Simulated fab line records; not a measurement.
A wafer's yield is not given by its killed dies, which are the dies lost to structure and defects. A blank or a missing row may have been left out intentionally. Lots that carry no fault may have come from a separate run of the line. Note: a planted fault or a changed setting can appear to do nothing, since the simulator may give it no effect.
8D (eight disciplines) problem report, filled in by code | flow gf180mcu | the parts of the form that need people (team, actions taken, sign-off) are left out

1. PROBLEM STATEMENT
Across 6 wafers from 2 lots, HV_LDD_CVD_56_THK at GF_HV_LDD_THK_MEAS_57 averages 83.8 nm, while fault-free wafers read 90.0 nm with a standard deviation of 0.83. That puts it -7.4 standard deviations away from the usual mean.
Earliest sighting: wafer L993.1 on film metro-02 at day 15 09:23. The record has a number at this step for 39 wafers belonging to 13 lots. Rule for "out" (also "out of limits"): further than 4 standard deviations from the usual mean. The other wafers with a number count as sound.

2. WHAT IT IS, AND WHAT IT ISN'T
question                    | is                           | is not
which readings at this step | HV_LDD_CVD_56_THK            | -
which lots                  | L993, L994                   | L100, L102, L103, L104, L105, L106, L107, L985, L987, L988, L992
which wafers of those lots  | all that have a number       | -
read on which gauges        | film metro-02, film metro-04 | film metro-01
when                        | from day 15 09:23            | up to then (12 sound wafers); but 21 sound wafers of L100, L102, L103, L104, L105, L106, L107 came after

3. SUSPECTS, AND WHAT RULES EACH OUT
Counting: any tool at a process step up to the reading is kept as a suspect provided that every lot that is out went through it and no sound lot did after the first of them.
- the gauge at GF_HV_LDD_THK_MEAS_57: ruled out. 2 gauges (film metro-02, film metro-04) read the wafers that are out.
- lpcvd-02 at GF_HV_LDD_CVD_56 (deposits Si3N4 from DCS/NH3, target thk 90 nm, time 1543 s): ruled out as a lasting fault. After its first lot that is out, L993 (day 15 07:58), sound lots L102, L104, L107 ran on it.
Left after counting: nothing in the record.

4. THE CAUSE (what the simulator had put in)
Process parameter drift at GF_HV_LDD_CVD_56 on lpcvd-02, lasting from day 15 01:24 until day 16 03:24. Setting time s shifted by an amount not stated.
The count ruled it out by mistake, since the rule takes a fault to strike every lot its tool runs from the start of the fault on, and this one did not do so.

5. THE CHAIN OF EFFECTS, in route order
Rows list readings where the struck wafers' mean (over those with a number) sits beyond 3 standard deviations from the usual. Only readings whose record carries a usual standard deviation are examined. hours: median over the lots of the time between each lot's start at the first step of this table that gives one and its start at this step. sigmas: the change, counted in usual standard deviations.
hours | step                  | reading           | usual      | on struck wafers | change | sigmas
0     | GF_HV_LDD_THK_MEAS_57 | HV_LDD_CVD_56_THK | 90.0 nm    | 83.8             | -6.2   | -7.4
0     | GF_HV_LDD_ETCHBACK_58 | oes product au    | 0.843 a.u. | 0.809            | -0.034 | -5.1
Its process steps:
- GF_HV_LDD_ETCHBACK_58: etches Si3N4 in CH3F/O2, stops on SiO2, time 100 s, target depth 90 nm.

6. HOW IT WOULD HAVE BEEN CAUGHT EARLIER
Counted from the fault's start at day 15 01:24, it took 8 hours until the first out-of-limits reading at a measuring or inspecting step in this record, taken at day 15 09:23.
Of the tool readings at GF_HV_LDD_CVD_56 for which the record gives a usual standard deviation, none was out on any struck wafer, so an alarm limit of 4 standard deviations on them would not have fired.
